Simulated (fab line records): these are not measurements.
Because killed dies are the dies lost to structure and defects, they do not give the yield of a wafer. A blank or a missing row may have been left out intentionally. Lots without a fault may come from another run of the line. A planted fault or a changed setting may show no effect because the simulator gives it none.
fab line records	flow gf180mcu
record lots=15	wafers=45	last-day=34
route steps=602 shown STI@16 MVSD@68 MVPSD@89 VT_IMPLANT@100
lots that met no fault: from a run of the same line without faults
start-h: hours from the record's first day to the start of the lot's first wafer shown	wait-h: hours from the lot's prior step to this one	" unchanged from the row above	L1.1+2: several wafers, shown together as one row	- no value, or no start was given	* or withheld: withheld	< > ~ a bound
route shown NAME@n: names a module that has steps shown in the file, with the first one's number in the route	usual: mean/standard deviation taken from wafers without a fault	same: alike in all rows	chamber/n: place in a boat	sites: the reading at each site	_std_site: the values' standard deviation	_edge_site: inner sites' mean taken away from outer sites' mean	radius-mm: for every site, how far away it sits from the centre of the wafer	mask NAME#n: copy n	behind: the most recent tool/chamber to have shaped the wafer	hold: cause of the lot's hold/its duration in hours/its outcome	device: transistor that didn't switch, given as n, p or np	end of line: the tests these same wafers got at the end of their route	a step without rows: its recipe alone	killed: not the wafer's yield, but the dies lost to structure and defects at the first sort	map: per-die view of a wafer (x killed, . not killed, _ where there is no die)
set.NAME: the setting that was run; set.NAME@STEP: the one run at that earlier step	model.NAME: the simulator's own value behind a step, which no gauge read
the route's steps for a sample of lots (tables are steps, rows are wafers)
services: the hour from which a tool's chamber was out of use, counted from the record's first day as start-h (under 0 if before that day), plus the number of hours and why
## steps
# step GF_STI_STRIP_15
# recipe chemistry=O2/N2	power-w=1400	pressure-mtorr=1500	platen-temp-c=250	o2-flow-sccm=3000	n2-flow-sccm=300	overash-fraction=0.5
# usual drypump-motor-current-A=6.0/0.34	heater-power-w=315/29	oes-product-au=0.384/0.0048	strip-time-to-endpoint-s=3.72/0.061
lot.wafer	tool	chamber	start-h	wait-h	drypump-motor-current-A	heater-power-w	oes-product-au	rf-hours-counter-h	strip-time-to-endpoint-s
L542.4	plasma-asher-02	1	30.12	0.1	5.6	298	0.385	-	3.73
L542.5	"	0	"	"	6.4	284	0.377	-	3.72
L542.6	"	1	"	"	5.6	308	0.382	-	3.74
L543.1	plasma-asher-02	1	35.23	0.0	5.7	305	0.393	22	3.73
L543.2	"	0	"	"	6.4	284	0.384	22	3.71
L543.6	"	1	"	"	5.7	302	0.382	-	3.74
L544.4	plasma-asher-04	0	40.67	0.1	5.9	269	0.387	-	3.62
L544.5	"	1	"	"	6.5	345	0.398	-	3.76
L544.6	"	0	"	"	5.9	275	0.382	-	3.76
L545.1	plasma-asher-03	0	47.48	0.0	6.1	323	0.380	39	3.65
L545.2	"	1	"	"	5.5	344	0.385	39	3.77
L545.3	"	1	"	"	5.5	354	0.390	-	3.84
L548.1	plasma-asher-04	0	64.58	0.0	5.9	275	0.378	42	3.72
L548.3	"	0	"	"	5.9	276	0.377	-	3.50
L548.5	"	0	"	"	5.9	278	0.386	-	3.56
L549.1	plasma-asher-04	0	67.78	0.0	5.9	274	0.396	42	3.86
L549.2	"	1	"	"	6.5	345	0.383	42	3.73
L549.4	"	1	"	"	6.5	338	0.380	-	3.68
L550.1	plasma-asher-04	0	72.08	0.0	5.9	284	0.385	42	3.71
L550.3	"	0	"	"	5.8	275	0.387	-	3.70
L550.5	"	1	"	"	6.5	338	0.388	-	3.77
L551.1	plasma-asher-04	0	77.33	0.0	5.8	272	0.386	43	3.67
L551.4	"	0	"	"	5.9	277	0.386	-	3.77
L551.6	"	0	"	"	5.9	280	0.385	-	3.74
L553.1	plasma-asher-03	1	86.53	0.0	5.5	346	0.383	43	3.70
L553.2	"	0	"	"	6.2	314	0.394	43	3.83
L553.5	"	0	"	"	6.2	316	0.384	-	3.78
L558.2	plasma-asher-04	1	114.77	0.0	6.5	340	0.380	47	3.74
L558.3	"	0	"	"	5.9	279	0.381	-	3.59
L558.6	"	0	"	"	5.9	275	0.382	-	3.62
L559.2	plasma-asher-04	1	119.52	0.1	6.4	343	0.391	48	3.80
L559.5	"	1	"	"	6.4	350	0.381	-	3.73
L559.6	"	0	"	"	5.9	275	0.390	-	3.72
L560.1	plasma-asher-04	1	123.17	0.0	6.5	336	0.388	48	3.72
L560.4	"	1	"	"	6.5	336	0.387	-	3.75
L560.5	"	1	"	"	6.5	343	0.383	-	3.70
L562.1	plasma-asher-03	1	134.23	0.0	5.5	356	0.385	3	3.65
L562.4	"	1	"	"	5.5	351	0.383	-	3.77
L562.6	"	1	"	"	5.5	352	0.388	-	3.77
L563.2	plasma-asher-03	0	139.28	0.0	6.1	322	0.378	3	3.77
L563.3	"	1	"	"	5.5	366	0.375	-	3.75
L563.5	"	1	"	"	5.5	352	0.390	-	3.75
L564.1	plasma-asher-04	1	143.88	0.0	6.4	342	0.379	51	3.65
L564.3	"	1	"	"	6.4	344	0.389	-	3.68
L564.6	"	0	"	"	5.9	279	0.384	-	3.67
# step GF_STI_THK_MEAS_24
# recipe reads=SiO2_of_STI_CVD_23
# usual STI_CVD_23_THK=652/9.3
lot.wafer	tool	chamber	start-h	wait-h	STI_CVD_23_THK[nm]
L542.4	film-metro-01	-	33.49	0.0	659
L542.5	"	-	"	"	660
L542.6	"	-	"	"	648
L543.1	film-metro-04	-	38.79	0.0	649
L543.2	"	-	"	"	661
L543.6	"	-	"	"	656
L544.4	film-metro-02	-	46.77	0.0	659
L544.5	"	-	"	"	657
L544.6	"	-	"	"	647
L545.1	film-metro-01	-	51.92	0.0	652
L545.2	"	-	"	"	656
L545.3	"	-	"	"	649
L548.1	film-metro-04	-	66.71	0.0	642
L548.3	"	-	"	"	646
L548.5	"	-	"	"	664
L549.1	film-metro-01	-	70.14	0.0	647
L549.2	"	-	"	"	646
L549.4	"	-	"	"	649
L550.1	film-metro-04	-	73.80	0.0	656
L550.3	"	-	"	"	663
L550.5	"	-	"	"	672
L551.1	film-metro-04	-	80.09	0.0	640
L551.4	"	-	"	"	637
L551.6	"	-	"	"	636
L553.1	film-metro-04	-	88.25	0.0	635
L553.2	"	-	"	"	652
L553.5	"	-	"	"	652
L558.2	film-metro-02	-	117.37	0.0	650
L558.3	"	-	"	"	664
L558.6	"	-	"	"	637
L559.2	film-metro-02	-	121.28	0.1	648
L559.5	"	-	"	"	652
L559.6	"	-	"	"	640
L560.1	film-metro-01	-	124.89	0.0	649
L560.4	"	-	"	"	650
L560.5	"	-	"	"	647
L562.1	film-metro-04	-	135.97	0.0	654
L562.4	"	-	"	"	677
L562.6	"	-	"	"	654
L563.2	film-metro-02	-	141.00	0.0	646
L563.3	"	-	"	"	642
L563.5	"	-	"	"	640
L564.1	film-metro-02	-	145.62	0.0	638
L564.3	"	-	"	"	651
L564.6	"	-	"	"	647
# step GF_MVSD_COAT_02
# recipe spin-rpm=2000	resist-thk-nm=3000
# usual chill-plate-temp-C=23.02/0.12	dispense-pressure-kPa=44.6/1.8
lot.wafer	tool	chamber	start-h	wait-h	chill-plate-temp-C	dispense-pressure-kPa
L542.4	litho-track-02	0	80.68	0.1	22.81	42.6
L542.5	"	0	"	"	22.97	42.6
L542.6	"	0	"	"	22.99	42.6
L543.1	litho-track-01	0	86.16	0.1	22.92	44.4
L543.2	"	0	"	"	22.95	44.4
L543.6	"	0	"	"	22.98	44.4
L544.4	litho-track-01	0	98.98	0.1	23.01	44.5
L544.5	"	0	"	"	22.88	44.5
L544.6	"	0	"	"	22.92	44.5
L545.1	litho-track-01	0	101.71	0.1	22.83	44.5
L545.2	"	0	"	"	23.00	44.5
L545.3	"	0	"	"	23.01	44.5
L548.1	litho-track-04	0	117.81	0.1	22.97	47.1
L548.3	"	0	"	"	22.99	47.1
L548.5	"	0	"	"	22.95	47.2
L549.1	litho-track-01	0	122.91	0.1	23.11	44.5
L549.2	"	0	"	"	23.03	44.4
L549.4	"	0	"	"	23.05	44.4
L550.1	litho-track-04	0	126.21	0.1	23.12	47.1
L550.3	"	0	"	"	23.01	47.2
L550.5	"	0	"	"	22.87	47.2
L551.1	litho-track-02	0	133.30	0.1	23.19	42.7
L551.4	"	0	"	"	23.13	42.7
L551.6	"	0	"	"	23.15	42.6
L553.1	litho-track-02	0	142.10	0.1	23.06	42.6
L553.2	"	0	"	"	23.19	42.6
L553.5	"	0	"	"	23.03	42.6
L558.2	litho-track-04	-	173.58	0.1	-	-
L558.3	"	-	"	"	-	-
L558.6	"	-	"	"	-	-
L559.2	litho-track-02	-	178.73	0.1	-	-
L559.5	"	-	"	"	-	-
L559.6	"	-	"	"	-	-
L560.1	litho-track-01	-	183.41	0.1	-	-
L560.4	"	-	"	"	-	-
L560.5	"	-	"	"	-	-
L562.1	litho-track-02	0	195.85	0.1	22.99	42.6
L562.4	"	0	"	"	23.05	42.6
L562.6	"	0	"	"	22.87	42.6
L563.2	litho-track-02	0	199.93	0.1	23.14	42.6
L563.3	"	0	"	"	23.07	42.6
L563.5	"	0	"	"	23.09	42.6
L564.1	litho-track-04	0	206.76	0.1	23.07	47.0
L564.3	"	0	"	"	23.08	47.0
L564.6	"	0	"	"	23.01	47.0
# step GF_MVSD_OVL_MEAS_07
# usual MVSD_OVL=0.6/1.3
lot.wafer	tool	chamber	start-h	wait-h	MVSD_OVL[nm]
L542.4	overlay-01	-	87.86	-	0.5
L542.5	"	-	"	"	0.8
L542.6	"	-	"	"	1.4
L543.1	overlay-02	-	93.01	-	-0.1
L543.2	"	-	"	"	0.2
L543.6	"	-	"	"	-1.7
L544.4	overlay-02	-	106.53	-	-0.3
L544.5	"	-	"	"	1.3
L544.6	"	-	"	"	-0.8
L545.1	overlay-01	-	109.31	-	0.0
L545.2	"	-	"	"	-0.2
L545.3	"	-	"	"	0.6
L548.1	overlay-02	-	125.56	-	-1.3
L548.3	"	-	"	"	-0.2
L548.5	"	-	"	"	0.2
L549.1	overlay-01	-	130.56	-	-0.1
L549.2	"	-	"	"	-1.0
L549.4	"	-	"	"	-0.3
L550.1	overlay-01	-	134.00	-	1.7
L550.3	"	-	"	"	2.1
L550.5	"	-	"	"	1.2
L551.1	overlay-01	-	141.15	-	0.9
L551.4	"	-	"	"	-0.4
L551.6	"	-	"	"	0.7
L553.1	overlay-01	-	149.66	-	2.4
L553.2	"	-	"	"	3.7
L553.5	"	-	"	"	3.9
L558.2	overlay-02	-	181.91	-	-
L558.3	"	-	"	"	-
L558.6	"	-	"	"	-
L559.2	overlay-01	-	187.16	-	-
L559.5	"	-	"	"	-
L559.6	"	-	"	"	-
L560.1	overlay-02	-	191.81	-	-
L560.4	"	-	"	"	-
L560.5	"	-	"	"	-
L562.1	overlay-02	-	204.86	-	-0.3
L562.4	"	-	"	"	-1.1
L562.6	"	-	"	"	1.2
L563.2	overlay-02	-	208.66	-	2.0
L563.3	"	-	"	"	1.1
L563.5	"	-	"	"	-0.6
L564.1	overlay-01	-	215.41	-	0.2
L564.3	"	-	"	"	0.1
L564.6	"	-	"	"	-1.0
# step GF_MVPSD_TW_MEAS_11
# usual MVPSD_TW=550/7.7
lot.wafer	tool	chamber	start-h	wait-h	MVPSD_TW
L542.4	film-metro-03	-	102.82	0.1	540
L542.5	"	-	"	"	537
L542.6	"	-	"	"	541
L543.1	film-metro-03	-	108.49	0.1	537
L543.2	"	-	"	"	539
L543.6	"	-	"	"	538
L544.4	film-metro-01	-	122.12	0.1	559
L544.5	"	-	"	"	558
L544.6	"	-	"	"	553
L545.1	film-metro-03	-	124.59	0.1	544
L545.2	"	-	"	"	544
L545.3	"	-	"	"	543
L548.1	film-metro-04	-	140.89	0.1	553
L548.3	"	-	"	"	554
L548.5	"	-	"	"	555
L549.1	film-metro-04	-	146.94	0.1	558
L549.2	"	-	"	"	558
L549.4	"	-	"	"	559
L550.1	film-metro-03	-	149.69	0.1	540
L550.3	"	-	"	"	540
L550.5	"	-	"	"	541
L551.1	film-metro-03	-	157.14	0.1	544
L551.4	"	-	"	"	541
L551.6	"	-	"	"	545
L553.1	film-metro-04	-	166.14	0.1	552
L553.2	"	-	"	"	558
L553.5	"	-	"	"	556
L558.2	film-metro-04	-	199.85	0.1	1602
L558.3	"	-	"	"	1606
L558.6	"	-	"	"	1609
L559.2	film-metro-03	-	205.45	0.1	1570
L559.5	"	-	"	"	1554
L559.6	"	-	"	"	1559
L560.1	film-metro-03	-	209.84	0.1	1572
L560.4	"	-	"	"	1577
L560.5	"	-	"	"	1568
L562.1	film-metro-01	-	223.14	0.1	558
L562.4	"	-	"	"	556
L562.6	"	-	"	"	556
L563.2	film-metro-04	-	226.90	0.1	554
L563.3	"	-	"	"	556
L563.5	"	-	"	"	558
L564.1	film-metro-01	-	233.49	0.1	556
L564.3	"	-	"	"	554
L564.6	"	-	"	"	555
# step GF_VT_IMPLANT_TW_MEAS_10
# usual VT_IMPLANT_TW=555/6.7
lot.wafer	tool	chamber	start-h	wait-h	VT_IMPLANT_TW
L542.4	film-metro-04	-	116.92	0.1	564
L542.5	"	-	"	"	565
L542.6	"	-	"	"	562
L543.1	film-metro-03	-	123.19	0.1	547
L543.2	"	-	"	"	547
L543.6	"	-	"	"	549
L544.4	film-metro-02	-	137.13	0.1	554
L544.5	"	-	"	"	555
L544.6	"	-	"	"	554
L545.1	film-metro-03	-	139.84	0.1	546
L545.2	"	-	"	"	547
L545.3	"	-	"	"	550
L548.1	film-metro-02	-	156.64	0.1	555
L548.3	"	-	"	"	554
L548.5	"	-	"	"	555
L549.1	film-metro-02	-	162.59	0.1	551
L549.2	"	-	"	"	555
L549.4	"	-	"	"	554
L550.1	film-metro-02	-	165.24	0.1	554
L550.3	"	-	"	"	553
L550.5	"	-	"	"	555
L551.1	film-metro-03	-	173.09	0.1	550
L551.4	"	-	"	"	549
L551.6	"	-	"	"	548
L553.1	film-metro-02	-	182.49	0.1	550
L553.2	"	-	"	"	551
L553.5	"	-	"	"	551
L558.2	film-metro-04	-	217.20	0.1	1610
L558.3	"	-	"	"	1597
L558.6	"	-	"	"	1608
L559.2	film-metro-04	-	223.10	0.1	1607
L559.5	"	-	"	"	1619
L559.6	"	-	"	"	1605
L560.1	film-metro-02	-	227.44	0.1	1584
L560.4	"	-	"	"	1582
L560.5	"	-	"	"	1578
L562.1	film-metro-02	-	241.44	0.1	552
L562.4	"	-	"	"	547
L562.6	"	-	"	"	553
L563.2	film-metro-02	-	245.10	0.1	546
L563.3	"	-	"	"	548
L563.5	"	-	"	"	549
L564.1	film-metro-04	-	252.44	0.1	563
L564.3	"	-	"	"	562
L564.6	"	-	"	"	562
# step GF_VT_IMPLANT_OVL_MEAS_29
# usual VT_IMPLANT_02_OVL=0.1/1.2
lot.wafer	tool	chamber	start-h	wait-h	VT_IMPLANT_02_OVL[nm]
L542.4	overlay-02	-	147.12	0.1	-0.4
L542.5	"	-	"	"	-0.2
L542.6	"	-	"	"	-0.2
L543.1	overlay-02	-	153.81	0.1	-2.2
L543.2	"	-	"	"	0.2
L543.6	"	-	"	"	-1.1
L544.4	overlay-01	-	168.33	0.1	0.2
L544.5	"	-	"	"	-0.3
L544.6	"	-	"	"	-0.8
L545.1	overlay-02	-	171.56	0.1	-0.4
L545.2	"	-	"	"	2.5
L545.3	"	-	"	"	-1.2
L548.1	overlay-02	-	189.81	0.1	-2.9
L548.3	"	-	"	"	-0.9
L548.5	"	-	"	"	-2.5
L549.1	overlay-01	-	195.16	0.1	0.7
L549.2	"	-	"	"	-0.3
L549.4	"	-	"	"	-1.8
L550.1	overlay-01	-	198.55	0.1	-0.7
L550.3	"	-	"	"	-1.4
L550.5	"	-	"	"	1.5
L551.1	overlay-01	-	206.11	0.1	-0.3
L551.4	"	-	"	"	-0.1
L551.6	"	-	"	"	0.8
L553.1	overlay-02	-	216.65	0.1	1.6
L553.2	"	-	"	"	1.8
L553.5	"	-	"	"	1.9
L558.2	overlay-02	-	253.61	0.1	0.2
L558.3	"	-	"	"	-1.4
L558.6	"	-	"	"	1.6
L559.2	overlay-01	-	259.31	0.1	3.3
L559.5	"	-	"	"	1.7
L559.6	"	-	"	"	0.0
L560.1	overlay-02	-	263.90	0.1	0.8
L560.4	"	-	"	"	-1.0
L560.5	"	-	"	"	-0.3
L562.1	overlay-01	-	279.30	0.1	2.2
L562.4	"	-	"	"	0.8
L562.6	"	-	"	"	2.1
L563.2	overlay-02	-	282.90	0.1	0.3
L563.3	"	-	"	"	1.2
L563.5	"	-	"	"	0.8
L564.1	overlay-02	-	290.80	0.1	-0.5
L564.3	"	-	"	"	2.0
L564.6	"	-	"	"	-0.7
## services
tool	chamber	start-h	hours	kind
plasma-asher-02	-	12.10	2.8	pm
plasma-asher-03	-	108.82	9.0	pm
plasma-asher-03	0	108.82	9.0	vent-cycle
plasma-asher-03	1	108.82	9.0	vent-cycle
plasma-asher-04	-	117.45	1.4	repair
plasma-asher-03	0	117.82	-	clean
plasma-asher-03	1	117.82	-	clean
plasma-asher-02	-	118.82	37.0	pm
plasma-asher-04	-	146.29	1.3	repair
plasma-asher-02	-	176.97	2.5	repair
## key
first-sign step=GF_MVSD_COAT_02	reading=tool-record	direction=missing
effect step=GF_MVSD_OVL_MEAS_07	reading=MVSD_OVL	direction=missing
effect step=GF_MVPSD_TW_MEAS_11	reading=MVPSD_TW	direction=up	sigmas=99+	usual=550	struck=1580
effect step=GF_VT_IMPLANT_TW_MEAS_10	reading=VT_IMPLANT_TW	direction=up	sigmas=99+	usual=555	struck=1599
met-at GF_MVSD_COAT_02
struck-lots L558,L559,L560
sort-left-out L558.2,L558.3,L558.6,L559.2,L559.5,L559.6,L560.1,L560.4,L560.5
tester-left-out L558,L559,L560
not-acting-at GF_STI_STRIP_15,GF_STI_THK_MEAS_24,GF_VT_IMPLANT_OVL_MEAS_29
onset-between 142.10 173.58
fault kind=skipped-step-whole	tool=litho-track-01,litho-track-02,litho-track-04	chamber=-	onset-h=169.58	steps=GF_MVSD_COAT_02	scope=struck-lots-only
# tester-left-out: of these lots the tester's yield and bins aren't shown, on N5 and GAA mostly nor the transistor test; their killed dies are dies lost to structure and defects alone, not to doping, threshold or leakage, so they don't give the yield
# sort-left-out: the simulated sort isn't trusted on such a fault, so these wafers' sort isn't shown, and their yield isn't known
